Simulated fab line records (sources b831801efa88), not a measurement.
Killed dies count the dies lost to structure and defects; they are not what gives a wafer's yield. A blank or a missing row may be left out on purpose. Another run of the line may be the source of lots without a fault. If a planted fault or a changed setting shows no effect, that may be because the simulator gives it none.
fab line records | flow sky130 | part 1 of 2: steps 1 to 26 of 38
record: lots: 5 wafers: 15 lastDay: 50
route steps=708 shown LI_CONTACT@379 LOCAL_INTERCONNECT@387 CONTACT@406
lots with no fault: from the same line, run without faults
startH: hours from the record's opening day to when the first of the lot's shown wafers began | waitH: time in hours since the lot's previous step | " as in the row above | L1.1+2: one row covering several wafers at once | - either no value or no given start | * or withheld: withheld | < > ~ a bound
route shown NAME@n: names a module that has steps shown in the file, with the first one's number in the route | usual: average and standard deviation across the fault-free wafers | same: alike in all rows | chamber/n: place in a boat | sites: the reading at each site | _std_site: the values' standard deviation | _edge_site: outer sites' mean less inner sites' | radiusMm: for every site, how far away it sits from the centre of the wafer | mask NAME#n: copy n | behind: the tool/chamber that last shaped the wafer | hold: why the lot went on hold/how many hours it stayed there/how the hold came to an end | device: transistor that didn't switch, given as n, p or np | end of line: the same wafers' tests at the end of the route | where a step has no rows: the recipe by itself | killed: the dies lost at the first sort to structure and to defects; this is not the yield of the wafer | map: the dies of a wafer, with x for killed, . for not killed, _ for no die there
set.NAME: setting as actually run; set.NAME@STEP: the setting as run at that earlier step | model.NAME: the simulator's own value behind a step, which no gauge read
a table for each step, a row for each wafer; lots at some steps of the route
services: from which hour (startH, from the record's first day; less than 0 if before it) a tool's chamber was out of use, for how many hours, and why
== steps ==
step: SKY_LI_CONTACT_CLEAN_17
recipe: chemistry: NMP timeS: 600 tempC: 60 dry: n2Spin
usual: bathHeatDutyPct: 10.3/1.2 tempC: 60.01/0.12
columns lot.wafer tool chamber startH waitH bathHeatDutyPct tempC
L074.2 wetBench-02 2 665.42 0.1 10.8 60.07
L074.4 " 2 " " 11.1 59.99
L074.6 " 2 " " 10.8 60.05
L082.1 wetBench-04 1 747.76 0.1 9.1 59.99
L082.4 " 1 " " 9.8 60.18
L082.6 " 1 " " 8.7 60.03
L088.1 wetBench-04 2 792.91 0.1 11.6 60.11
L088.4 " 2 " " 10.7 60.08
L088.6 " 2 " " 10.5 60.08
L091.1 wetBench-01 1 809.62 0.1 11.8 60.16
L091.3 " 1 " " 11.5 59.97
L091.6 " 1 " " 12.2 59.97
L094.2 wetBench-01 3 845.42 0.1 9.2 59.93
L094.3 " 3 " " 9.6 60.06
L094.5 " 3 " " 11.2 59.92
step: SKY_LI_CONTACT_PRE_CLEAN_18
recipe: gas: Ar timeS: 5.6 biasV: 358
columns lot.wafer tool chamber startH waitH
L074.2+4+6 pvdSputter-04 - 665.59 0.0
L082.1+4+6 pvdSputter-04 - 747.97 0.0
L088.1+4+6 pvdSputter-04 - 793.09 0.0
L091.1+3+6 pvdSputter-01 - 809.79 0.0
L094.2+3+5 pvdSputter-02 - 845.60 0.0
step: SKY_LI_CONTACT_SPUTTER_19
recipe: material: Ti targetThkNm: 20 chamberPressurePa: 5 powerW: 2500 substrateTempC: 200 timeS: 106.37
usual: substrateTempC: 200.00/0.16 throttleValvePct: 30.2/0.71
columns lot.wafer tool chamber startH waitH substrateTempC throttleValvePct
L074.2 pvdSputter-04 - 665.61 0.0 200.09 29.7
L074.4 " - " " 200.21 29.4
L074.6 " - " " 200.02 29.6
L082.1 pvdSputter-04 - 747.99 0.0 199.89 29.9
L082.4 " - " " 200.07 29.5
L082.6 " - " " 200.24 29.8
L088.1 pvdSputter-04 - 793.11 0.0 200.13 29.4
L088.4 " - " " 199.56 29.9
L088.6 " - " " 199.89 30.1
L091.1 pvdSputter-01 - 809.81 0.0 200.16 30.8
L091.3 " - " " 200.25 29.3
L091.6 " - " " 200.04 29.7
L094.2 pvdSputter-02 - 845.62 0.0 200.11 31.8
L094.3 " - " " 199.84 30.1
L094.5 " - " " 199.84 30.1
step: SKY_LI_CONTACT_SPUTTER_20
recipe: material: TiN targetThkNm: 20 chamberPressurePa: 5 powerW: 4000 timeS: 80
usual: throttleValvePct: 30.2/0.71
columns lot.wafer tool chamber startH waitH throttleValvePct
L074.2 pvdSputter-04 - 665.69 0.0 30.0
L074.4 " - " " 29.6
L074.6 " - " " 29.9
L082.1 pvdSputter-04 - 748.06 0.0 29.9
L082.4 " - " " 29.4
L082.6 " - " " 29.9
L088.1 pvdSputter-04 - 793.18 0.0 29.5
L088.4 " - " " 29.8
L088.6 " - " " 29.7
L091.1 pvdSputter-01 - 809.89 0.0 30.8
L091.3 " - " " 29.6
L091.6 " - " " 30.0
L094.2 pvdSputter-02 - 845.69 0.0 31.4
L094.3 " - " " 30.0
L094.5 " - " " 29.9
step: SKY_LI_CONTACT_CVD_21
recipe: material: W targetThkNm: 400 timeS: 120.56 tempC: 400 pressureTorr: 40
usual: heaterPowerW: 883/100
columns lot.wafer tool chamber startH waitH heaterPowerW
L074.2 cvdW-01 0 665.75 0.0 879
L074.4 " 0 " " 864
L074.6 " 0 " " 877
L082.1 cvdW-02 1 748.13 0.0 770
L082.4 " 1 " " 760
L082.6 " 1 " " 770
L088.1 cvdW-01 1 793.24 0.0 841
L088.4 " 1 " " 830
L088.6 " 0 " " 852
L091.1 cvdW-01 1 809.95 0.0 840
L091.3 " 0 " " 895
L091.6 " 0 " " 879
L094.2 cvdW-02 0 845.75 0.0 1026
L094.3 " 1 " " 772
L094.5 " 1 " " 810
step: SKY_LI_CONTACT_RS_MEAS_22
recipe: thkMeasGauge: four-point-probe reads: W_of_LI_CONTACT_CVD_21+TiN_of_LI_CONTACT_SPUTTER_20+Ti_of_LI_CONTACT_SPUTTER_19
usual: LI_CONTACT_W_RS: 0.284/0.0037
columns lot.wafer tool chamber startH waitH LI_CONTACT_W_RS[ohm/sq]
L074.2 filmMetro-02 - 665.90 0.1 0.278
L074.4 " - " " 0.277
L074.6 " - " " 0.279
L082.1 filmMetro-02 - 748.25 0.1 0.284
L082.4 " - " " 0.287
L082.6 " - " " 0.283
L088.1 filmMetro-01 - 793.37 0.1 0.283
L088.4 " - " " 0.282
L088.6 " - " " 0.278
L091.1 filmMetro-03 - 810.08 0.1 0.284
L091.3 " - " " 0.279
L091.6 " - " " 0.281
L094.2 filmMetro-03 - 845.90 0.1 0.284
L094.3 " - " " 0.287
L094.5 " - " " 0.288
step: SKY_LI_CONTACT_THK_MEAS_23
recipe: thkMeasGauge: xrf reads: W_of_LI_CONTACT_CVD_21
usual: LI_CONTACT_W_THK: 392/6.5
columns lot.wafer tool chamber startH waitH LI_CONTACT_W_THK[nm]
L074.2 filmMetro-02 - 666.01 0.1 398
L074.4 " - " " 399
L074.6 " - " " 397
L082.1 filmMetro-02 - 748.37 0.1 390
L082.4 " - " " 389
L082.6 " - " " 393
L088.1 filmMetro-01 - 793.49 0.1 395
L088.4 " - " " 395
L088.6 " - " " 401
L091.1 filmMetro-03 - 810.20 0.1 386
L091.3 " - " " 390
L091.6 " - " " 388
L094.2 filmMetro-03 - 846.01 0.1 386
L094.3 " - " " 384
L094.5 " - " " 384
step: SKY_LI_CONTACT_CMP_24
recipe: stopOn: PSG tOverpolishS: 20 downForcePsi: 3.5 platenRpm: 60 targetThkNm: 0 padVelocityMS: 0.94248
usual: motorCurrentA: 11.3/1.1 overpolishRunS: 20.001/0.0091 timeToEndpointS: 96/3.4
columns lot.wafer tool chamber startH waitH motorCurrentA overpolishRunS timeToEndpointS
L074.2 cmp-01 0 666.06 0.0 10.5 19.998 101
L074.4 " 3 " " 12.0 20.006 103
L074.6 " 1 " " 12.7 19.993 100
L082.1 cmp-02 0 748.48 0.1 13.3 20.009 99
L082.4 " 1 " " 10.0 20.005 97
L082.6 " 3 " " 10.3 19.991 93
L088.4 cmp-02 0 793.60 0.1 12.5 20.001 98
L088.1 " 1 " " 9.7 20.011 98
L088.6 " 0 " " 12.6 19.997 94
L091.3 cmp-02 1 810.26 0.0 10.1 19.992 96
L091.1 " 0 " " 12.9 20.013 92
L091.6 " 2 " " 11.2 19.997 93
L094.3 cmp-01 3 846.06 0.0 11.5 19.983 100
L094.2 " 2 " " 12.0 19.999 99
L094.5 " 0 " " 10.5 19.997 101
step: SKY_LOCAL_INTERCONNECT_SPUTTER_00
recipe: material: TiN targetThkNm: 100 tempC: 300 powerW: 6500 timeS: 83.3 chamberPressurePa: 0.4
usual: substrateTempC: 299.98/0.21 throttleValvePct: 29.6/0.87
columns lot.wafer tool chamber startH waitH substrateTempC throttleValvePct
L074.2 pvdSputter-03 - 666.36 0.2 300.06 28.3
L074.4 " - " " 299.95 28.8
L074.6 " - " " 300.04 30.0
L082.1 pvdSputter-01 - 748.73 0.2 299.77 28.4
L082.4 " - " " 300.31 30.0
L082.6 " - " " 299.94 28.4
L088.1 pvdSputter-03 - 793.85 0.1 299.98 28.2
L088.4 " - " " 299.88 29.2
L088.6 " - " " 300.03 28.9
L091.1 pvdSputter-02 - 810.56 0.1 300.10 31.5
L091.3 " - " " 299.69 29.8
L091.6 " - " " 300.15 30.1
L094.2 pvdSputter-02 - 846.36 0.1 300.01 30.0
L094.3 " - " " 299.95 30.4
L094.5 " - " " 299.97 30.0
step: SKY_LOCAL_INTERCONNECT_RS_MEAS_01
recipe: thkMeasGauge: four-point-probe reads: TiN_of_LOCAL_INTERCONNECT_SPUTTER_00
usual: LOCAL_INTERCONNECT_TIN_RS: 14.05/0.15
columns lot.wafer tool chamber startH waitH LOCAL_INTERCONNECT_TIN_RS[ohm/sq]
L074.2 filmMetro-02 - 666.44 0.1 14.12
L074.4 " - " " 14.17
L074.6 " - " " 14.14
L082.1 filmMetro-02 - 748.79 0.0 14.34
L082.4 " - " " 14.25
L082.6 " - " " 14.43
L088.1 filmMetro-04 - 793.91 0.0 14.16
L088.4 " - " " 14.11
L088.6 " - " " 14.13
L091.1 filmMetro-01 - 810.62 0.0 14.07
L091.3 " - " " 14.20
L091.6 " - " " 14.14
L094.2 filmMetro-02 - 846.44 0.1 14.06
L094.3 " - " " 14.17
L094.5 " - " " 14.23
step: SKY_LOCAL_INTERCONNECT_THK_MEAS_02
recipe: thkMeasGauge: xrf reads: TiN_of_LOCAL_INTERCONNECT_SPUTTER_00
usual: LOCAL_INTERCONNECT_TIN_THK: 102.3/1.3
columns lot.wafer tool chamber startH waitH LOCAL_INTERCONNECT_TIN_THK[nm]
L074.2 filmMetro-02 - 666.55 0.1 101.2
L074.4 " - " " 100.8
L074.6 " - " " 100.7
L082.1 filmMetro-02 - 748.91 0.1 99.6
L082.4 " - " " 100.5
L082.6 " - " " 99.1
L088.1 filmMetro-04 - 794.03 0.1 101.9
L088.4 " - " " 102.4
L088.6 " - " " 102.5
L091.1 filmMetro-01 - 810.74 0.1 101.9
L091.3 " - " " 101.3
L091.6 " - " " 102.0
L094.2 filmMetro-02 - 846.55 0.1 102.2
L094.3 " - " " 101.0
L094.5 " - " " 100.8
step: SKY_LOCAL_INTERCONNECT_DEHYDRATE_03
recipe: tempC: 200 timeS: 60
columns lot.wafer tool chamber startH waitH
L074.2+4+6 lithoTrack-01 0 680.01 13.5
L082.1+4+6 lithoTrack-01 0 761.33 12.4
L088.1+4+6 lithoTrack-03 0 806.85 12.8
L091.1+3+6 lithoTrack-01 0 822.94 12.2
L094.2+3+5 lithoTrack-01 0 858.81 12.2
step: SKY_LOCAL_INTERCONNECT_HMDS_04
recipe: primeTimeS: 60 primeTempC: 120
columns lot.wafer tool chamber startH waitH
L074.2+4+6 lithoTrack-01 0 680.16 0.1
L082.1+4+6 lithoTrack-01 0 761.48 0.1
L088.1+4+6 lithoTrack-03 0 807.00 0.1
L091.1+3+6 lithoTrack-01 0 823.09 0.1
L094.2+3+5 lithoTrack-01 0 858.96 0.1
step: SKY_LOCAL_INTERCONNECT_COAT_05
recipe: resist: BARC tempC: withheld timeS: withheld spinRpm: 3000 resistThkNm: 60
columns lot.wafer tool chamber startH waitH
L074.2+4+6 lithoTrack-01 0 680.31 0.1
L082.1+4+6 lithoTrack-01 0 761.63 0.1
L088.1+4+6 lithoTrack-03 0 807.15 0.1
L091.1+3+6 lithoTrack-01 0 823.24 0.1
L094.2+3+5 lithoTrack-01 0 859.11 0.1
step: SKY_LOCAL_INTERCONNECT_COAT_06
recipe: resist: KrF-thick spinRpm: 3000 resistThkNm: 456.6
columns lot.wafer tool chamber startH waitH
L074.2+4+6 lithoTrack-01 0 - -
L082.1+4+6 lithoTrack-01 0 - -
L088.1+4+6 lithoTrack-03 0 - -
L091.1+3+6 lithoTrack-01 0 - -
L094.2+3+5 lithoTrack-01 0 - -
step: SKY_LOCAL_INTERCONNECT_SOFTBAKE_07
recipe: tempC: 100 timeS: 90 resist: KrF-thick
columns lot.wafer tool chamber startH waitH
L074.2+4+6 lithoTrack-01 0 - -
L082.1+4+6 lithoTrack-01 0 - -
L088.1+4+6 lithoTrack-03 0 - -
L091.1+3+6 lithoTrack-01 0 - -
L094.2+3+5 lithoTrack-01 0 - -
step: SKY_LOCAL_INTERCONNECT_EXPOSE_08
recipe: maskId: LI1M na: 0.8 sourceShape: annular sigmaInner: 0.55 sigmaOuter: 0.85 targetCdNm: 170 doseMj: 28
columns lot.wafer tool chamber startH waitH mask
L074.2+4+6 krfScanner-01 0 - - LI1M#0
L082.1+4+6 krfScanner-02 0 - - LI1M#0
L088.1+4+6 krfScanner-01 0 - - LI1M#0
L091.1+3+6 krfScanner-02 0 - - LI1M#0
L094.2+3+5 krfScanner-02 0 - - LI1M#0
step: SKY_LOCAL_INTERCONNECT_PEB_09
recipe: pebTempC: withheld pebTimeS: withheld resist: KrF-thick
columns lot.wafer tool chamber startH waitH
L074.2+4+6 lithoTrack-01 0 - -
L082.1+4+6 lithoTrack-03 0 - -
L088.1+4+6 lithoTrack-01 0 - -
L091.1+3+6 lithoTrack-03 0 - -
L094.2+3+5 lithoTrack-01 0 - -
step: SKY_LOCAL_INTERCONNECT_DEVELOP_10
recipe: developTimeS: 60 resist: KrF-thick devTempC: 21
same: developTimeS: 60
columns lot.wafer tool chamber startH waitH
L074.2+4+6 lithoTrack-01 0 - -
L082.1+4+6 lithoTrack-03 0 - -
L088.1+4+6 lithoTrack-01 0 - -
L091.1+3+6 lithoTrack-03 0 - -
L094.2+3+5 lithoTrack-01 0 - -
step: SKY_LOCAL_INTERCONNECT_CD_MEAS_11
recipe: targetCdNm: 170
usual: cdNm: 170.1/1.6
columns lot.wafer tool chamber startH waitH cdNm
L074.2 cdSem-01 - 694.75 - 170.8
L074.4 " - " " 170.3
L074.6 " - " " 170.5
L082.1 cdSem-02 - 775.30 - 171.5
L082.4 " - " " 172.0
L082.6 " - " " 172.5
L088.1 cdSem-02 - 820.44 - 167.5
L088.4 " - " " 166.1
L088.6 " - " " 166.7
L091.1 cdSem-01 - 836.60 - 170.1
L091.3 " - " " 168.9
L091.6 " - " " 170.5
L094.2 cdSem-01 - 872.76 - 167.1
L094.3 " - " " 169.3
L094.5 " - " " 168.2
step: SKY_LOCAL_INTERCONNECT_OVL_MEAS_12
usual: LOCAL_INTERCONNECT_OVL: 1/6
columns lot.wafer tool chamber startH waitH LOCAL_INTERCONNECT_OVL[nm]
L074.2 overlay-02 - 694.86 0.1 -4
L074.4 " - " " 3
L074.6 " - " " -5
L082.1 overlay-01 - 775.42 0.1 3
L082.4 " - " " 7
L082.6 " - " " 2
L088.1 overlay-01 - 820.56 0.1 12
L088.4 " - " " 7
L088.6 " - " " 7
L091.1 overlay-02 - 836.72 0.1 -2
L091.3 " - " " 2
L091.6 " - " " 4
L094.2 overlay-02 - 872.88 0.1 -9
L094.3 " - " " 1
L094.5 " - " " 4
step: SKY_LOCAL_INTERCONNECT_ETCH_13
recipe: chemistry: N2/H2 target: BARC ionEnergyEv: 200 biasW: 100 pressureMtorr: 30 n2FlowSccm: 100 h2FlowSccm: 200 icpW: 500 stopOn: SiO2 timeS: 45.9 targetDepthA: 600
usual: drypumpMotorCurrentA: 5.8/0.39 heBacksideLeakSccm: 3.30/0.25 oesProductAu: 0.855/0.0056 throttleValvePct: 13.225/0.0091
columns lot.wafer tool chamber startH waitH drypumpMotorCurrentA heBacksideLeakSccm oesProductAu rfHoursCounterH throttleValvePct
L074.2 rieMetal-04 0 694.89 0.0 5.6 3.19 0.862 7 13.218
L074.4 " 0 " " 5.6 3.27 0.864 - 13.224
L074.6 " 1 " " 5.5 3.48 0.854 - 13.222
L082.1 rieMetal-04 0 775.45 0.0 5.7 3.18 0.855 10 13.215
L082.4 " 0 " " 5.7 3.10 0.861 - 13.216
L082.6 " 0 " " 5.6 3.28 0.852 - 13.210
L088.1 rieMetal-04 0 820.59 0.0 5.6 3.13 0.857 12 13.224
L088.4 " 0 " " 5.7 3.17 0.847 - 13.233
L088.6 " 0 " " 5.7 3.12 0.849 - 13.220
L091.1 rieMetal-02 0 836.75 0.0 5.4 3.10 0.863 9 13.231
L091.3 " 1 " " 5.7 3.14 0.857 - 13.228
L091.6 " 1 " " 5.7 3.12 0.855 - 13.228
L094.2 rieMetal-01 0 872.91 0.0 6.3 3.36 0.857 9 13.220
L094.3 " 0 " " 6.3 3.44 0.862 - 13.217
L094.5 " 0 " " 6.3 3.35 0.849 - 13.239
step: SKY_LOCAL_INTERCONNECT_METAL_ETCH_14
recipe: targetDepthNm: 110 stopOn: PSG chemistry: Cl2/BCl3 target: TiN resistSidewallDeg: 88 pressureMtorr: 10 icpW: 900 biasW: 48.5 Cl2_flow_sccm: 60 bcl3FlowSccm: 30 timeS: 31.4
usual: drypumpMotorCurrentA: 5.8/0.39 heBacksideLeakSccm: 3.30/0.19 mfcCl2Sccm: 60.00/0.19 oesProductAu: 0.946/0.0074 throttleValvePct: 21.897/0.01
columns lot.wafer tool chamber startH waitH drypumpMotorCurrentA heBacksideLeakSccm mfcCl2Sccm oesProductAu rfHoursCounterH throttleValvePct
L074.2 rieMetal-04 0 694.95 0.0 5.6 3.19 60.23 0.937 7 21.887
L074.4 " 0 " " 5.6 3.20 59.86 0.944 - 21.908
L074.6 " 1 " " 5.5 3.25 59.90 0.947 - 21.908
L082.1 rieMetal-04 0 775.52 0.0 5.6 3.23 60.23 0.935 10 21.913
L082.4 " 0 " " 5.6 3.33 59.79 0.930 - 21.901
L082.6 " 0 " " 5.6 3.25 60.17 0.930 - 21.919
L088.1 rieMetal-04 0 820.65 0.0 5.6 3.26 60.18 0.941 12 21.894
L088.4 " 0 " " 5.6 3.06 60.08 0.935 - 21.905
L088.6 " 0 " " 5.6 3.30 60.08 0.941 - 21.889
L091.1 rieMetal-02 0 836.82 0.0 5.4 3.23 60.08 0.945 9 21.906
L091.3 " 1 " " 5.7 3.12 60.28 0.947 - 21.921
L091.6 " 1 " " 5.7 3.09 60.10 0.940 - 21.898
L094.2 rieMetal-01 0 872.98 0.0 6.3 3.53 59.81 0.946 9 21.900
L094.3 " 0 " " 6.3 3.38 59.88 0.935 - 21.888
L094.5 " 0 " " 6.3 3.57 60.16 0.939 - 21.902
step: SKY_LOCAL_INTERCONNECT_STRIP_15
recipe: chemistry: O2/N2 powerW: 1400 pressureMtorr: 1500 platenTempC: withheld o2FlowSccm: 3000 n2FlowSccm: 300 overashFraction: 0.5
usual: drypumpMotorCurrentA: 5.6/0.5 oesProductAu: 0.429/0.0049 stripTimeToEndpointS: 4.787/0.017
columns lot.wafer tool chamber startH waitH drypumpMotorCurrentA oesProductAu rfHoursCounterH stripTimeToEndpointS
L074.2 plasmaAsher-04 0 695.01 0.0 6.3 0.428 55 4.804
L074.4 " 1 " " 4.8 0.428 - 4.820
L074.6 " 0 " " 6.3 0.435 - 4.814
L082.1 plasmaAsher-01 1 775.57 0.0 5.9 0.423 35 4.812
L082.4 " 1 " " 5.8 0.436 - 4.799
L082.6 " 1 " " 5.9 0.427 - 4.800
L088.1 plasmaAsher-01 0 820.71 0.0 5.6 0.419 40 4.781
L088.4 " 0 " " 5.6 0.425 - 4.771
L088.6 " 0 " " 5.6 0.425 - 4.753
L091.1 plasmaAsher-04 1 836.87 0.0 4.8 0.437 67 4.791
L091.3 " 1 " " 4.8 0.423 - 4.800
L091.6 " 1 " " 4.8 0.431 - 4.801
L094.2 plasmaAsher-04 0 873.03 0.0 6.3 0.433 70 4.773
L094.3 " 0 " " 6.3 0.431 - 4.784
L094.5 " 1 " " 4.8 0.432 - 4.778
step: SKY_LOCAL_INTERCONNECT_STRIP_16
recipe: chemistry: postEtchResidueRemover timeS: 1200 tempC: 72.5
usual: bathHeatDutyPct: 14.3/1.6 tempC: 72.52/0.14
columns lot.wafer tool chamber startH waitH bathHeatDutyPct tempC
L074.2 wetBench-03 0 695.11 0.1 15.1 72.73
L074.4 " 0 " " 15.1 72.90
L074.6 " 0 " " 15.6 72.75
L082.1 wetBench-04 3 775.67 0.1 15.7 72.50
L082.4 " 3 " " 17.2 72.38
L082.6 " 3 " " 17.2 72.60
L088.1 wetBench-04 3 820.81 0.1 15.0 72.45
L088.4 " 3 " " 15.5 72.27
L088.6 " 3 " " 14.9 72.32
L091.1 wetBench-04 0 836.97 0.1 13.4 72.74
L091.3 " 0 " " 13.7 72.49
L091.6 " 0 " " 13.8 72.57
L094.2 wetBench-02 0 873.13 0.1 15.1 72.53
L094.3 " 0 " " 15.5 72.52
L094.5 " 0 " " 15.5 72.29
step: SKY_LOCAL_INTERCONNECT_CLEAN_17
recipe: chemistry: IPA timeS: 180 tempC: 25
usual: bathHeatDutyPct: 6.2/0.63 tempC: 25.01/0.11
columns lot.wafer tool chamber startH waitH bathHeatDutyPct tempC
L074.2 wetBench-04 3 695.45 0.0 6.6 24.88
L074.4 " 3 " " 7.4 25.17
L074.6 " 3 " " 6.0 24.89
L082.1 wetBench-03 3 776.04 0.0 5.9 24.92
L082.4 " 3 " " 5.5 24.90
L082.6 " 3 " " 4.9 25.10
L088.1 wetBench-03 3 821.49 0.0 5.9 24.91
L088.4 " 3 " " 6.1 25.02
L088.6 " 3 " " 5.2 25.09
L091.1 wetBench-02 0 838.33 0.0 6.2 25.00
L091.3 " 0 " " 6.5 25.06
L091.6 " 0 " " 6.0 25.05
L094.2 wetBench-03 0 873.47 0.0 7.7 25.09
L094.3 " 0 " " 7.5 25.12
L094.5 " 0 " " 6.8 24.93
